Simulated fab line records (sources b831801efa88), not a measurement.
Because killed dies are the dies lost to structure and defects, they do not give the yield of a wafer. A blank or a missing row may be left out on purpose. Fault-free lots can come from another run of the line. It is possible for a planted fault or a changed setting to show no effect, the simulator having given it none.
Split-lot trial :: flow sfq-line :: 5 lots, 23 wafers read, on a route of 325 steps

## SPLIT DETAILS
At SFQ_TRILAYER_L0_DEP_SPUTTER_003 (material MoNx KI, target thk 40 nm, time 100 s), the setting time-s was moved away from the recipe's 100 s on 10 of the 23 wafers read, by -10.6% to +5.6%. The other wafers ran this setting at the recipe's value.

## FROM THE SPLIT TO THE READING: what the file shows between them, 4 steps
- SFQ_L0_RS_MEAS_901: measures by four-point-probe
- SFQ_L0_THK_MEAS_902: measures by xrf
- SFQ_TRILAYER_L0_LITHO_COAT_010: resist thk 62 nm (also split here: resist-thk-nm)
- SFQ_TRILAYER_L0_BARC_OPEN_METAL_ETCH_010: etches BARC in O2, target depth 125 nm, time 41.7 s (also split here: icp-w)

## THE READING
oes-product-au, in a.u., at SFQ_TRILAYER_L0_ETCH_METAL_ETCH_008 (etches MoNx KI in SF6/O2, stops on SiO2, target depth 50 nm, time 25 s). On this fab line, fault-free wafers typically give 0.876 a.u. with a standard deviation of 0.0083 a.u.

wafer: L075.1
tool, chamber at the split: pvd-sputter-05, -
time-s as run, s: 100
against the recipe: recipe
oes-product-au, a.u.: 0.863
against lot-mates on the recipe: -

wafer: L075.2
tool, chamber at the split: pvd-sputter-05, -
time-s as run, s: 92.69
against the recipe: -7.3%
oes-product-au, a.u.: 0.832
against lot-mates on the recipe: -0.035

wafer: L075.3
tool, chamber at the split: pvd-sputter-05, -
time-s as run, s: 92.69
against the recipe: -7.3%
oes-product-au, a.u.: 0.835
against lot-mates on the recipe: -0.032

wafer: L075.4
tool, chamber at the split: pvd-sputter-05, -
time-s as run, s: 100
against the recipe: recipe
oes-product-au, a.u.: 0.871
against lot-mates on the recipe: -

wafer: L075.5
tool, chamber at the split: pvd-sputter-05, -
time-s as run, s: 92.69
against the recipe: -7.3%
oes-product-au, a.u.: 0.832
against lot-mates on the recipe: -0.035

wafer: L076.2
tool, chamber at the split: pvd-sputter-06, -
time-s as run, s: 100
against the recipe: recipe
oes-product-au, a.u.: 0.866
against lot-mates on the recipe: -

wafer: L076.3
tool, chamber at the split: pvd-sputter-06, -
time-s as run, s: 105.6
against the recipe: +5.6%
oes-product-au, a.u.: 0.903
against lot-mates on the recipe: +0.033

wafer: L076.4
tool, chamber at the split: pvd-sputter-06, -
time-s as run, s: 100
against the recipe: recipe
oes-product-au, a.u.: 0.864
against lot-mates on the recipe: -

wafer: L076.5
tool, chamber at the split: pvd-sputter-06, -
time-s as run, s: 105.6
against the recipe: +5.6%
oes-product-au, a.u.: 0.906
against lot-mates on the recipe: +0.036

wafer: L076.6
tool, chamber at the split: pvd-sputter-06, -
time-s as run, s: 100
against the recipe: recipe
oes-product-au, a.u.: 0.881
against lot-mates on the recipe: -

wafer: L077.1
tool, chamber at the split: pvd-sputter-03, -
time-s as run, s: 105.4
against the recipe: +5.4%
oes-product-au, a.u.: 0.928
against lot-mates on the recipe: +0.055

wafer: L077.2
tool, chamber at the split: pvd-sputter-03, -
time-s as run, s: 100
against the recipe: recipe
oes-product-au, a.u.: 0.881
against lot-mates on the recipe: -

wafer: L077.4
tool, chamber at the split: pvd-sputter-03, -
time-s as run, s: 105.4
against the recipe: +5.4%
oes-product-au, a.u.: 0.895
against lot-mates on the recipe: +0.022

wafer: L077.5
tool, chamber at the split: pvd-sputter-03, -
time-s as run, s: 100
against the recipe: recipe
oes-product-au, a.u.: 0.875
against lot-mates on the recipe: -

wafer: L077.6
tool, chamber at the split: pvd-sputter-03, -
time-s as run, s: 100
against the recipe: recipe
oes-product-au, a.u.: 0.863
against lot-mates on the recipe: -

wafer: L081.1
tool, chamber at the split: pvd-sputter-06, -
time-s as run, s: 89.37
against the recipe: -10.6%
oes-product-au, a.u.: 0.822
against lot-mates on the recipe: -0.055

wafer: L081.3
tool, chamber at the split: pvd-sputter-06, -
time-s as run, s: 100
against the recipe: recipe
oes-product-au, a.u.: 0.872
against lot-mates on the recipe: -

wafer: L081.4
tool, chamber at the split: pvd-sputter-06, -
time-s as run, s: 89.37
against the recipe: -10.6%
oes-product-au, a.u.: 0.822
against lot-mates on the recipe: -0.055

wafer: L081.5
tool, chamber at the split: pvd-sputter-06, -
time-s as run, s: 100
against the recipe: recipe
oes-product-au, a.u.: 0.883
against lot-mates on the recipe: -

wafer: L081.6
tool, chamber at the split: pvd-sputter-06, -
time-s as run, s: 89.37
against the recipe: -10.6%
oes-product-au, a.u.: 0.823
against lot-mates on the recipe: -0.054

wafer: L083.1
tool, chamber at the split: pvd-sputter-03, -
time-s as run, s: 100
against the recipe: recipe
oes-product-au, a.u.: 0.885
against lot-mates on the recipe: -

wafer: L083.3
tool, chamber at the split: pvd-sputter-03, -
time-s as run, s: 100
against the recipe: recipe
oes-product-au, a.u.: 0.878
against lot-mates on the recipe: -

wafer: L083.4
tool, chamber at the split: pvd-sputter-03, -
time-s as run, s: 100
against the recipe: recipe
oes-product-au, a.u.: 0.876
against lot-mates on the recipe: -

THE FIT
A straight line over all 23 wafers: oes-product-au changes by +0.00536 a.u. for each +1% of time-s; r = +0.96; the points scatter about the line by 0.0085 a.u.
The same after taking each lot's own level away (the mean of its wafers on the recipe; 23 wafers): +0.00544 a.u. for each +1%; r = +0.97; scatter 0.0077 a.u.
Per that fit: largest time-s move, reading shift of 0.058 a.u.
The span of the lots' own levels, 0.8670 to 0.8797 a.u., comes to 1.5 times the standard deviation stated above.
Hence the lot-to-lot level has little effect on the slope; both slopes agree.
Check: with one of the wafers moved furthest among these (-10.6%) left out of the fit, the line predicts -0.0556 a.u. for it against its lot-mates. It came out at -0.0555 a.u. against them.

## FURTHER SPLITS ON THESE WAFERS
Note: prior to the reading, these wafers also went through further splits. Each is held against what the fit with the lots' levels taken away leaves over:
other split on the same wafers: SFQ_TRILAYER_L0_LITHO_COAT_010 resist-thk-nm
wafers away from the commonest value: 9
r with oes-product-au (lot level and that fit taken away): -0.07

other split on the same wafers: SFQ_TRILAYER_L0_BARC_OPEN_METAL_ETCH_010 icp-w
wafers away from the commonest value: 12
r with oes-product-au (lot level and that fit taken away): +0.31

## THE WHOLE CHAIN: every reading that the file lists as answering this split, in the file's order
step: SFQ_TRILAYER_L0_DEP_SPUTTER_003
what it does: material MoNx KI, target thk 40 nm, time 100 s
reading: MoNx_KI_of_TRILAYER_L0_DEP_SPUTTER_003.thk-nm (the simulator's own value, which no gauge read)
change (the file's fit): +0.402 nm for each +1% of the setting
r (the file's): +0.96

step: SFQ_L0_RS_MEAS_901
what it does: measures by four-point-probe
reading: L0_MONX_KI_RS
change (the file's fit): -0.466 for each +1% of the setting
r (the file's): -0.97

step: SFQ_L0_THK_MEAS_902
what it does: measures by xrf
reading: L0_MONX_KI_THK
change (the file's fit): +0.397 for each +1% of the setting
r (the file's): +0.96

step: SFQ_TRILAYER_L0_ETCH_METAL_ETCH_008
what it does: etches MoNx KI in SF6/O2, stops on SiO2, target depth 50 nm, time 25 s
reading: oes-product-au
change (the file's fit): +0.00542 a.u. for each +1% of the setting
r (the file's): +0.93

## THE FILE'S OWN FIT
oes-product-au changes by +0.00542 a.u. for each +1% of time-s, r = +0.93.
